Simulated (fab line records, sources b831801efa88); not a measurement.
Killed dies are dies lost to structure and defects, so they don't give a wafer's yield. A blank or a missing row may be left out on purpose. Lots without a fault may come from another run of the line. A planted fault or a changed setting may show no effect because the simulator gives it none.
fab line records | flow gf180mcu
record lots=24 wafers=72 last_day=34
route steps=602 shown VT_IMPLANT@108 V1@352 M3@409 M4@461 V5@555 PASSIVATION@587
lots that met no fault: from a run of the same line without faults
start_h: hours from the record's first day to the start of the lot's first wafer shown | wait_h: hours since the lot's step before | " the same as in the row above | L1.1+2: a row that stands for several wafers | - no value, or no start given | * or withheld: withheld | < > ~ a bound
route shown NAME@n: a module of which the file shows steps, and the number in the route of the first | usual: mean/standard deviation of fault-free wafers | same: alike in all rows | chamber/n: place in a boat | sites: the reading at each site | _std_site: their standard deviation | _edge_site: outer sites' mean less inner sites' | radius_mm: how far each site lies from the wafer's centre | mask NAME#n: copy n | behind: the tool/chamber that last shaped the wafer | hold: why the lot was held/for how many hours/how that ended | device: the transistor (n, p or np) that didn't switch | end of line: the same wafers' tests at the end of the route | a step without rows: its recipe alone | killed: dies lost to structure and defects at the first sort, not the wafer's yield | map: a wafer's dies, x killed, . not, _ none there
set.NAME: the setting as run; set.NAME@STEP: as run at that earlier step | model.NAME: the simulator's own value behind a step, which no gauge read
steps of the route over a sample of lots; a table a step, a row a wafer
services: from which hour (start_h, from the record's first day; less than 0 if before it) a tool's chamber was out of use, for how many hours, and why
## steps
# step GF_VT_IMPLANT_OVL_MEAS_18
# usual VT_IMPLANT_01_OVL=0.7/1.7
# columns lot.wafer tool chamber start_h wait_h VT_IMPLANT_01_OVL[nm]
L074.3 overlay-01 - 124.07 0.1 -0.1
L074.5 " - " " 0.3
L074.6 " - " " 1.0
L075.2 overlay-01 - 129.31 0.1 -0.8
L075.3 " - " " 1.6
L075.5 " - " " 1.2
L076.4 overlay-01 - 139.52 0.1 0.6
L076.5 " - " " 0.6
L076.6 " - " " -0.5
L077.1 overlay-02 - 144.25 0.1 3.6
L077.2 " - " " 1.9
L077.5 " - " " 3.4
L078.1 overlay-02 - 149.80 0.1 -3.1
L078.3 " - " " -3.4
L078.5 " - " " -3.7
L079.1 overlay-01 - 157.51 0.1 -1.1
L079.3 " - " " -1.2
L079.6 " - " " -1.5
L080.4 overlay-02 - 163.71 0.1 2.6
L080.5 " - " " 2.1
L080.6 " - " " 2.4
L081.2 overlay-01 - 168.31 0.1 -2.1
L081.3 " - " " -0.7
L081.6 " - " " -0.5
L082.1 overlay-01 - 176.96 0.1 2.3
L082.2 " - " " 2.0
L082.3 " - " " 0.9
L083.3 overlay-01 - 178.87 0.1 -1.0
L083.4 " - " " 0.1
L083.6 " - " " 1.4
L084.2 overlay-02 - 188.82 0.1 2.1
L084.3 " - " " 0.9
L084.4 " - " " 1.0
L085.2 overlay-01 - 195.90 0.1 -0.1
L085.4 " - " " -0.3
L085.5 " - " " -0.1
L086.1 overlay-02 - 201.29 0.1 -0.2
L086.2 " - " " -0.5
L086.5 " - " " -1.2
L087.2 overlay-01 - 208.97 0.1 4.0
L087.3 " - " " 2.6
L087.5 " - " " 3.4
L088.1 overlay-02 - 215.91 0.1 1.2
L088.5 " - " " 3.3
L088.6 " - " " 1.8
L089.1 overlay-01 - 219.76 0.1 2.4
L089.2 " - " " 2.9
L089.6 " - " " 2.1
L090.1 overlay-02 - 224.79 0.1 0.4
L090.2 " - " " 2.1
L090.6 " - " " 0.5
L092.1 overlay-01 - 245.14 0.1 -1.3
L092.2 " - " " -1.3
L092.4 " - " " -1.8
L091.4 overlay-02 - 246.68 0.1 3.2
L091.5 " - " " 2.8
L091.6 " - " " 2.6
L093.3 overlay-01 - 251.81 0.1 1.6
L093.5 " - " " 0.8
L093.6 " - " " 2.2
L094.2 overlay-01 - 253.21 0.1 -0.5
L094.3 " - " " 0.2
L094.6 " - " " -0.3
L095.1 overlay-01 - 256.74 0.1 0.7
L095.4 " - " " 0.9
L095.6 " - " " 0.7
L096.1 overlay-01 - 270.36 0.1 -0.3
L096.2 " - " " -0.7
L096.6 " - " " -0.5
L097.1 overlay-01 - 279.64 0.1 2.8
L097.2 " - " " -0.2
L097.4 " - " " 1.2
# step GF_V1_ETCH_17
# recipe chemistry=C4F8/O2/Ar mask_material=KrF target=SiO2 stop_on=TiN source_w=1500 bias_w=1200 pressure_mtorr=40 c4f8_flow_sccm=withheld O2_flow_sccm=6 Ar_flow_sccm=300 time_s=withheld target_depth_a=6300
# usual bias_w=1200/3.5 chamber_pressure_mTorr=40.00/0.041 oes_product_au=0.856/0.0051
# columns lot.wafer tool chamber start_h wait_h bias_w chamber_pressure_mTorr oes_product_au
L074.3 rie_diel-03 3 - - 1199 40.04 0.851
L074.5 " 2 " " 1205 40.00 0.858
L074.6 " 1 " " 1190 40.00 0.849
L075.2 rie_diel-03 1 - - 1201 40.00 0.860
L075.3 " 2 " " 1203 39.99 0.869
L075.5 " 1 " " 1207 39.94 0.859
L076.4 rie_diel-04 1 - - 1203 39.97 0.860
L076.5 " 1 " " 1200 40.01 0.851
L076.6 " 2 " " 1202 40.05 0.842
L077.1 rie_diel-01 2 - - 1198 40.03 0.852
L077.2 " 0 " " 1207 40.00 0.858
L077.5 " 0 " " 1200 40.00 0.853
L078.1 rie_diel-01 3 - - 1197 39.98 0.859
L078.3 " 1 " " 1202 40.04 0.857
L078.5 " 0 " " 1196 40.01 0.846
L079.1 rie_diel-01 2 - - 1204 39.97 0.868
L079.3 " 0 " " 1201 39.98 0.849
L079.6 " 0 " " 1201 40.05 0.862
L080.4 rie_diel-04 2 - - 1203 40.04 0.857
L080.5 " 2 " " 1204 40.03 0.861
L080.6 " 3 " " 1200 40.02 0.855
L081.2 rie_diel-03 2 - - 1206 40.03 0.855
L081.3 " 3 " " 1199 39.99 0.866
L081.6 " 0 " " 1202 39.97 0.849
L082.1 rie_diel-03 2 - - 1199 39.93 0.854
L082.2 " 3 " " 1204 40.04 0.860
L082.3 " 1 " " 1204 39.91 0.854
L083.3 rie_diel-01 0 - - 1203 39.98 0.862
L083.4 " 3 " " 1199 40.05 0.860
L083.6 " 3 " " 1207 39.98 0.859
L084.2 rie_diel-03 2 - - 1202 40.05 0.855
L084.3 " 3 " " 1199 40.09 0.858
L084.4 " 0 " " 1201 40.03 0.855
L085.2 rie_diel-01 0 - - 1201 39.93 0.850
L085.4 " 3 " " 1200 40.06 0.856
L085.5 " 0 " " 1202 40.03 0.849
L086.1 rie_diel-01 1 - - 1192 40.02 0.853
L086.2 " 3 " " 1203 39.95 0.854
L086.5 " 3 " " 1203 40.03 0.860
L087.2 rie_diel-01 2 - - 1198 39.96 0.850
L087.3 " 0 " " 1196 39.94 0.851
L087.5 " 2 " " 1201 40.06 0.854
L088.1 rie_diel-03 2 - - 1199 40.02 0.863
L088.5 " 3 " " 1196 40.02 0.856
L088.6 " 2 " " 1196 40.03 0.848
L089.1 rie_diel-04 1 - - 1198 40.02 0.854
L089.2 " 2 " " 1199 39.99 0.851
L089.6 " 2 " " 1198 39.98 0.853
L090.1 rie_diel-04 3 - - 1200 40.02 0.866
L090.2 " 2 " " 1197 39.97 0.857
L090.6 " 1 " " 1192 40.02 0.861
L091.4 rie_diel-04 3 - - 1199 39.97 0.849
L091.5 " 1 " " 1199 40.01 0.858
L091.6 " 2 " " 1201 39.95 0.857
L092.1 rie_diel-01 0 - - 1194 39.98 0.854
L092.2 " 3 " " 1200 40.01 0.858
L092.4 " 2 " " 1205 40.01 0.854
L093.3 rie_diel-03 2 - - 1200 40.00 0.861
L093.5 " 2 " " 1202 39.98 0.847
L093.6 " 0 " " 1204 40.06 0.852
L094.2 rie_diel-04 2 - - 1202 40.03 0.846
L094.3 " 0 " " 1197 39.98 0.852
L094.6 " 3 " " 1199 39.94 0.865
L095.1 rie_diel-04 3 - - 1200 39.86 0.858
L095.4 " 0 " " 1205 40.02 0.856
L095.6 " 2 " " 1209 39.99 0.850
L096.1 rie_diel-03 2 - - 1201 39.98 0.851
L096.2 " 0 " " 1195 40.09 0.860
L096.6 " 2 " " 1203 39.99 0.854
L097.1 rie_diel-04 1 - - 1201 40.06 0.858
L097.2 " 0 " " 1203 40.06 0.855
L097.4 " 2 " " 1198 39.95 0.843
# step GF_M3_SPUTTER_00
# recipe material=Ti target_thk_nm=37.5 arriving_ion_energy_ev=80 substrate_temp_c=200 chamber_pressure_pa=2 power_w=4000 time_s=150
# usual cathode_dc_power_W=4000.0/0.72 chamber_pressure_pa=2.000/0.004 throttle_valve_pct=30.1/1
# columns lot.wafer tool chamber start_h wait_h cathode_dc_power_W chamber_pressure_pa throttle_valve_pct
L074.3 pvd_sputter-04 - 458.40 0.1 4000.1 1.999 28.5
L074.5 " - " " 4001.2 1.996 27.5
L074.6 " - " " 3999.2 2.002 30.9
L075.2 pvd_sputter-04 - 473.32 0.2 4000.1 2.001 27.2
L075.3 " - " " 3999.9 1.996 28.4
L075.5 " - " " 4000.8 2.002 28.6
L076.4 pvd_sputter-02 - 478.72 0.2 4000.7 1.993 30.8
L076.5 " - " " 4000.0 1.999 29.6
L076.6 " - " " 4000.8 1.997 31.6
L077.1 pvd_sputter-02 - 488.81 0.2 3999.2 1.997 30.8
L077.2 " - " " 4000.8 1.992 29.7
L077.5 " - " " 4000.1 2.002 30.8
L078.1 pvd_sputter-03 - 502.57 0.1 4000.9 2.007 29.8
L078.3 " - " " 3999.4 2.003 29.9
L078.5 " - " " 3999.7 2.000 30.7
L079.1 pvd_sputter-03 - 516.19 0.2 3999.2 2.003 30.1
L079.3 " - " " 3999.2 2.002 29.5
L079.6 " - " " 3999.0 1.999 30.1
L080.4 pvd_sputter-03 - 519.25 0.1 3999.3 2.007 29.7
L080.5 " - " " 3999.5 1.997 29.8
L080.6 " - " " 4000.5 1.991 31.1
L081.2 pvd_sputter-03 - 523.90 0.2 3999.9 2.002 30.0
L081.3 " - " " 4000.9 2.003 31.0
L081.6 " - " " 3999.9 2.000 30.1
L082.1 pvd_sputter-03 - 538.35 0.1 3999.1 1.997 29.8
L082.2 " - " " 4000.3 2.005 30.0
L082.3 " - " " 4000.3 1.999 30.2
L083.3 pvd_sputter-03 - 539.82 0.1 3999.4 2.001 29.9
L083.4 " - " " 3999.3 2.009 30.1
L083.6 " - " " 4001.2 2.001 29.6
L084.2 pvd_sputter-02 - 549.91 0.2 3999.5 2.000 30.7
L084.3 " - " " 3999.7 2.002 31.7
L084.4 " - " " 3999.8 2.003 29.7
L085.2 pvd_sputter-04 - 560.00 0.1 4000.3 1.996 31.0
L085.4 " - " " 3998.8 1.998 27.7
L085.5 " - " " 4002.1 2.003 27.7
L086.1 pvd_sputter-02 - 565.45 0.1 3999.4 1.996 31.1
L086.2 " - " " 3999.3 2.004 30.7
L086.5 " - " " 3999.9 1.997 29.5
L087.2 pvd_sputter-03 - 581.01 0.2 4001.2 1.998 29.7
L087.3 " - " " 3999.2 2.005 29.9
L087.5 " - " " 4000.5 2.003 30.4
L088.1 pvd_sputter-04 - 586.47 0.2 3999.8 1.999 27.7
L088.5 " - " " 3999.2 1.999 28.4
L088.6 " - " " 3999.9 1.990 30.3
L089.1 pvd_sputter-02 - 587.67 0.2 4000.3 1.991 29.7
L089.2 " - " " 4000.6 1.995 30.7
L089.6 " - " " 3999.9 1.993 30.9
L090.1 pvd_sputter-03 - 592.31 0.1 3999.8 1.999 30.9
L090.2 " - " " 3999.5 1.994 29.9
L090.6 " - " " 3999.5 1.998 29.9
L091.4 pvd_sputter-03 - 618.60 0.2 4000.1 1.997 30.9
L091.5 " - " " 3998.8 1.995 30.2
L091.6 " - " " 3998.9 2.003 30.2
L092.1 pvd_sputter-02 - 619.55 0.1 3999.6 2.004 30.5
L092.2 " - " " 4000.3 2.002 29.7
L092.4 " - " " 4001.0 2.003 30.8
L093.3 pvd_sputter-04 - 626.55 0.1 4000.9 2.000 28.7
L093.5 " - " " 3999.3 2.006 27.6
L093.6 " - " " 3999.1 2.004 30.2
L094.2 pvd_sputter-02 - 627.46 0.1 4000.0 2.003 31.8
L094.3 " - " " 4000.3 1.997 30.8
L094.6 " - " " 3999.4 2.000 30.6
L095.1 pvd_sputter-04 - 629.45 0.1 3999.8 1.996 28.5
L095.4 " - " " 3999.7 1.999 30.9
L095.6 " - " " 4000.1 2.001 28.5
L096.1 pvd_sputter-04 - 645.44 0.2 3999.6 2.002 30.2
L096.2 " - " " 3999.7 1.997 28.6
L096.6 " - " " 4001.8 2.002 30.3
L097.1 pvd_sputter-03 - 656.60 0.1 3999.7 2.001 30.0
L097.2 " - " " 4001.0 2.000 29.5
L097.4 " - " " 3999.7 2.001 31.0
# step GF_M4_RS_MEAS_05
# recipe thk_meas_gauge=four-point-probe reads=TiN_of_M4_SPUTTER_04+Ti_of_M4_SPUTTER_03+AlCu_of_M4_SPUTTER_02+TiN_of_M4_SPUTTER_01+Ti_of_M4_SPUTTER_00
# usual M4_ALCU_RS=0.0696/0.00059
# columns lot.wafer tool chamber start_h wait_h M4_ALCU_RS[ohm/sq]
L074.3 film_metro-02 - 508.58 0.1 0.0688
L074.5 " - " " 0.0686
L074.6 " - " " 0.0684
L075.2 film_metro-02 - 522.24 0.0 0.0690
L075.3 " - " " 0.0691
L075.5 " - " " 0.0700
L076.4 film_metro-02 - 528.39 0.1 0.0687
L076.5 " - " " 0.0693
L076.6 " - " " 0.0694
L077.1 film_metro-03 - 539.50 0.0 0.0700
L077.2 " - " " 0.0697
L077.5 " - " " 0.0701
L078.1 film_metro-03 - 551.49 0.0 0.0701
L078.3 " - " " 0.0696
L078.5 " - " " 0.0695
L079.1 film_metro-03 - 564.29 0.1 0.0714
L079.3 " - " " 0.0709
L079.6 " - " " 0.0710
L080.4 film_metro-03 - 567.95 0.2 0.0698
L080.5 " - " " 0.0690
L080.6 " - " " 0.0695
L081.2 film_metro-02 - 571.29 0.0 0.0709
L081.3 " - " " 0.0697
L081.6 " - " " 0.0702
L082.1 film_metro-02 - 585.57 0.0 0.0692
L082.2 " - " " 0.0695
L082.3 " - " " 0.0687
L083.3 film_metro-02 - 586.62 0.2 0.0693
L083.4 " - " " 0.0692
L083.6 " - " " 0.0694
L084.2 film_metro-02 - 596.40 0.0 0.0697
L084.3 " - " " 0.0691
L084.4 " - " " 0.0692
L085.2 film_metro-02 - 605.45 0.1 0.0709
L085.4 " - " " 0.0702
L085.5 " - " " 0.0708
L086.1 film_metro-02 - 609.88 0.2 0.0697
L086.2 " - " " 0.0701
L086.5 " - " " 0.0690
L087.2 film_metro-03 - 625.91 0.0 0.0700
L087.3 " - " " 0.0695
L087.5 " - " " 0.0695
L088.1 film_metro-02 - 629.97 0.0 0.0694
L088.5 " - " " 0.0704
L088.6 " - " " 0.0693
L089.1 film_metro-02 - 631.69 0.0 0.0694
L089.2 " - " " 0.0700
L089.6 " - " " 0.0699
L090.1 film_metro-02 - 635.59 0.0 0.0690
L090.2 " - " " 0.0692
L090.6 " - " " 0.0694
L091.4 film_metro-02 - 661.42 0.1 0.0702
L091.5 " - " " 0.0697
L091.6 " - " " 0.0701
L092.1 film_metro-02 - 662.75 0.0 0.0699
L092.2 " - " " 0.0695
L092.4 " - " " 0.0705
L093.3 film_metro-03 - 668.65 0.1 0.0691
L093.5 " - " " 0.0690
L093.6 " - " " 0.0692
L094.2 film_metro-03 - 669.84 0.0 0.0694
L094.3 " - " " 0.0700
L094.6 " - " " 0.0697
L095.1 film_metro-03 - 671.88 0.0 0.0692
L095.4 " - " " 0.0689
L095.6 " - " " 0.0694
L096.1 film_metro-02 - 687.97 0.0 0.0696
L096.2 " - " " 0.0696
L096.6 " - " " 0.0694
L097.1 film_metro-02 - 697.89 0.0 0.0699
L097.2 " - " " 0.0702
L097.4 " - " " 0.0705
# step GF_V5_OVL_MEAS_15
# usual V5_OVL=-3/5.2
# columns lot.wafer tool chamber start_h wait_h V5_OVL[nm]
L074.3 overlay-02 - 622.08 0.1 3
L074.5 " - " " 5
L074.6 " - " " 10
L075.2 overlay-02 - 634.11 0.1 -12
L075.3 " - " " -6
L075.5 " - " " -5
L076.4 overlay-02 - 637.98 0.1 -8
L076.5 " - " " -2
L076.6 " - " " -6
L077.1 overlay-02 - 651.61 0.1 -16
L077.2 " - " " -16
L077.5 " - " " -15
L078.1 overlay-02 - 657.16 0.1 1
L078.3 " - " " 1
L078.5 " - " " 2
L079.1 overlay-01 - 668.87 0.1 -8
L079.3 " - " " -9
L079.6 " - " " -6
L080.4 overlay-01 - 673.54 0.1 -1
L080.5 " - " " -2
L080.6 " - " " -4
L081.2 overlay-01 - 677.31 0.1 -4
L081.3 " - " " 4
L081.6 " - " " 2
L082.1 overlay-02 - 688.87 0.1 -4
L082.2 " - " " 0
L082.3 " - " " -2
L083.3 overlay-01 - 688.87 0.1 -6
L083.4 " - " " -5
L083.6 " - " " -11
L084.2 overlay-02 - 698.57 0.1 -3
L084.3 " - " " 2
L084.4 " - " " -1
L085.2 overlay-01 - 707.02 0.1 -4
L085.4 " - " " -2
L085.5 " - " " -9
L086.1 overlay-01 - 710.82 0.1 -6
L086.2 " - " " -1
L086.5 " - " " 3
L087.2 overlay-01 - 725.16 0.1 -8
L087.3 " - " " -5
L087.5 " - " " -9
L088.1 overlay-01 - 727.17 0.1 -5
L088.5 " - " " -5
L088.6 " - " " -4
L089.1 overlay-01 - 729.07 0.1 0
L089.2 " - " " -7
L089.6 " - " " -10
L090.1 overlay-02 - 733.42 0.1 -1
L090.2 " - " " -9
L090.6 " - " " -8
L091.4 overlay-02 - 756.89 0.1 -6
L091.5 " - " " 4
L091.6 " - " " -8
L092.1 overlay-01 - 756.97 0.1 -1
L092.2 " - " " 0
L092.4 " - " " -1
L093.3 overlay-02 - 761.33 0.1 -6
L093.5 " - " " -1
L093.6 " - " " -4
L094.2 overlay-02 - 763.06 0.1 7
L094.3 " - " " 2
L094.6 " - " " 6
L095.1 overlay-02 - 764.42 0.1 -4
L095.4 " - " " 0
L095.6 " - " " 0
L096.1 overlay-02 - 777.62 0.1 1
L096.2 " - " " 5
L096.6 " - " " -4
L097.1 overlay-01 - 786.72 0.1 4
L097.2 " - " " -2
L097.4 " - " " -12
# step GF_PASSIVATION_CVD_00
# recipe material=SiO2 target_thk_nm=1000 precursor=TEOS temp_c=400 time_s=111.95 rf_w=600
# usual heater_power_outer_w=370/58 heater_power_w=635/74
# columns lot.wafer tool chamber start_h wait_h heater_power_outer_w heater_power_w since_wet_clean_h
L074.3 pecvd-01 1 644.31 0.0 410 688 261
L074.5 " 0 " " 479 782 -
L074.6 " 1 " " 425 702 -
L075.2 pecvd-01 2 656.60 0.0 346 582 274
L075.3 " 0 " " 495 804 274
L075.5 " 1 " " 425 726 -
L076.4 pecvd-04 0 659.56 0.0 346 558 -
L076.5 " 1 " " 350 580 -
L076.6 " 2 " " 364 609 -
L077.1 pecvd-03 1 673.95 0.0 390 669 69
L077.2 " 0 " " 401 664 69
L077.5 " 0 " " 303 545 -
L078.1 pecvd-03 1 678.68 0.0 436 701 74
L078.3 " 2 " " 363 685 74
L078.5 " 0 " " 355 637 -
L079.1 pecvd-04 0 690.17 0.0 365 576 516
L079.3 " 2 " " 357 610 516
L079.6 " 2 " " 268 485 -
L080.4 pecvd-03 1 694.31 0.0 398 664 -
L080.5 " 0 " " 395 657 -
L080.6 " 2 " " 356 681 -
L081.2 pecvd-04 2 698.89 0.0 337 564 524
L081.3 " 0 " " 439 689 524
L081.6 " 1 " " 333 600 -
L082.1 pecvd-01 2 709.67 0.0 317 544 327
L082.2 " 0 " " 427 714 327
L082.3 " 1 " " 359 627 327
L083.3 pecvd-03 2 710.00 0.0 363 691 105
L083.4 " 0 " " 379 657 -
L083.6 " 2 " " 250 541 -
L084.2 pecvd-01 2 719.12 0.0 294 517 336
L084.3 " 0 " " 429 711 336
L084.4 " 0 " " 462 760 -
L085.2 pecvd-04 0 727.67 0.0 391 614 553
L085.4 " 1 " " 342 585 -
L085.5 " 2 " " 276 488 -
L086.1 pecvd-01 1 730.27 0.0 437 734 347
L086.2 " 2 " " 359 599 347
L086.5 " 0 " " 469 762 -
L087.2 pecvd-03 2 744.40 0.0 289 589 139
L087.3 " 1 " " 335 591 139
L087.5 " 2 " " 334 653 -
L088.1 pecvd-04 2 747.37 0.0 313 546 573
L088.5 " 0 " " 442 680 -
L088.6 " 2 " " 335 591 -
L089.1 pecvd-04 0 748.36 0.0 406 663 574
L089.2 " 2 " " 267 481 574
L089.6 " 1 " " 341 599 -
L090.1 pecvd-03 0 752.35 0.0 323 590 147
L090.2 " 1 " " 367 606 147
L090.6 " 0 " " 366 631 -
L091.4 pecvd-01 1 775.26 0.0 317 589 -
L091.5 " 2 " " 322 554 -
L091.6 " 0 " " 451 754 -
L092.1 pecvd-03 2 775.60 0.0 273 570 170
L092.2 " 1 " " 392 669 170
L092.4 " 1 " " 423 702 -
L093.3 pecvd-03 1 778.50 0.0 412 699 173
L093.5 " 0 " " 395 680 -
L093.6 " 1 " " 311 558 -
L094.2 pecvd-01 2 780.75 0.0 329 558 398
L094.3 " 1 " " 350 610 398
L094.6 " 2 " " 363 595 -
L095.1 pecvd-01 1 781.40 0.0 390 661 399
L095.4 " 0 " " 360 634 -
L095.6 " 2 " " 272 481 -
L096.1 pecvd-01 1 795.47 0.0 358 588 413
L096.2 " 2 " " 324 564 413
L096.6 " 0 " " 458 754 -
L097.1 pecvd-03 1 804.34 0.0 431 716 199
L097.2 " 0 " " 394 673 199
L097.4 " 1 " " 323 571 -
## services
# columns tool chamber start_h hours kind
rie_diel-03 0 408.23 3.8 repair
pecvd-03 1 414.06 2.5 repair
pecvd-03 - 415.83 0.6 repair
rie_diel-03 3 419.99 9.7 repair
pvd_sputter-03 - 459.80 21.7 repair
rie_diel-04 0 469.11 2.1 repair
rie_diel-03 1 471.83 4.7 repair
pecvd-03 1 482.05 16.4 repair
rie_diel-04 - 491.78 2.8 pm
rie_diel-01 0 496.06 11.2 repair
pecvd-03 - 504.92 5.5 pm
pecvd-03 2 511.89 14.4 repair
pecvd-03 - 515.39 0.5 repair
rie_diel-03 3 521.76 8.0 repair
rie_diel-04 0 535.78 8.7 repair
rie_diel-01 - 540.84 2.8 pm
rie_diel-04 3 549.99 9.1 repair
rie_diel-03 1 577.50 13.6 repair
pecvd-03 - 591.12 14.0 pm
pecvd-03 - 604.75 0.4 repair
pecvd-01 - 615.35 2.4 repair
rie_diel-04 2 633.47 48.7 repair
rie_diel-01 1 636.90 7.6 repair
pecvd-03 - 718.03 2.8 pm
## key
fault none
